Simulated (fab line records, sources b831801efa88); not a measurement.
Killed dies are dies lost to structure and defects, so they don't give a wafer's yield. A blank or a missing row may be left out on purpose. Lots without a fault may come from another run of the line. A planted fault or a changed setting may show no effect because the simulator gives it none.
Chamber matching | flow gf180mcu | GF_V1_CMP_04 on cmp-02: 4 sister chambers
The step polishes SiO2. 16 wafers are shown with their chamber, then 8 later ones without.

WAFERS WITH THEIR CHAMBER
wafer  | chamber | motor_current_A (A) | time_to_endpoint_s (s) | retaining_ring_pressure_frac
L074.1 | 3       | 10.9                | 65                     | 1.004
L074.4 | 1       | 11.7                | 78                     | 1.003
L074.6 | 2       | 12.2                | 83                     | 1.001
L078.3 | 1       | 11.9                | 69                     | 1.001
L078.4 | 0       | 11.4                | 85                     | 1.002
L078.6 | 1       | 12.1                | 75                     | 1.000
L083.2 | 3       | 11.2                | 69                     | 1.001
L083.4 | 2       | 13.6                | 83                     | 1.005
L083.5 | 1       | 12.1                | 74                     | 0.998
L089.3 | 3       | 11.1                | 65                     | 0.997
L089.4 | 2       | 13.2                | 73                     | 1.001
L089.6 | 0       | 11.4                | 85                     | 1.008
L093.2 | 0       | 11.7                | 77                     | 0.994
L093.5 | 0       | 11.7                | 87                     | 0.998
L093.6 | 3       | 10.5                | 73                     | 1.002
L095.1 | 0       | 11.3                | 86                     | 1.003

SIGNATURES (means of the wafers above)
reading                      | chamber 0 | chamber 1 | chamber 2 | chamber 3 | scatter within a chamber
motor_current_A              | 11.500    | 11.950    | 13.000    | 10.925    | 0.363
time_to_endpoint_s           | 84.00     | 74.00     | 79.67     | 68.00     | 4.25
retaining_ring_pressure_frac | 1.00100   | 1.00050   | 1.00233   | 1.00100   | 0.00367
Rule: a wafer's distance from a chamber is the root of the sum, over the readings, of the square of ((its reading less the chamber's mean) divided by the reading's scatter). The wafer belongs to the nearest chamber; if the next one is less than 2 further off, it can't be placed. The scatter: the root of (the sum of the squares of (reading less its chamber's mean) over the shown wafers, divided by (wafers less chambers)).

WAFERS WITHOUT THEIR CHAMBER
wafer  | motor_current_A (A) | time_to_endpoint_s (s) | retaining_ring_pressure_frac
L095.4 | 13.6                | 75                     | 1.011
L095.6 | 13.2                | 84                     | 1.001
L096.1 | 12.5                | 73                     | 1.000
L096.2 | 13.3                | 82                     | 0.999
L096.6 | 10.9                | 75                     | 0.995
L097.4 | 11.3                | 73                     | 0.995
L097.5 | 13.5                | 75                     | 0.999
L097.6 | 11.5                | 78                     | 0.999

WHICH CHAMBER EACH WENT THROUGH
wafer  | from the rows above          | in truth
L095.4 | 2                            | 2
L095.6 | 2                            | 2
L096.1 | can't be placed: 1 or 2      | 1
L096.2 | 2                            | 2
L096.6 | can't be placed: 3 or 0 or 1 | 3
L097.4 | can't be placed: 3 or 1 or 0 | 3
L097.5 | 2                            | 2
L097.6 | can't be placed: 0 or 1 or 3 | 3
Placed correctly: 4 of 8. Can't be placed from these rows: 4 (the true chamber is among the candidates in 4). Placed wrongly: 0.
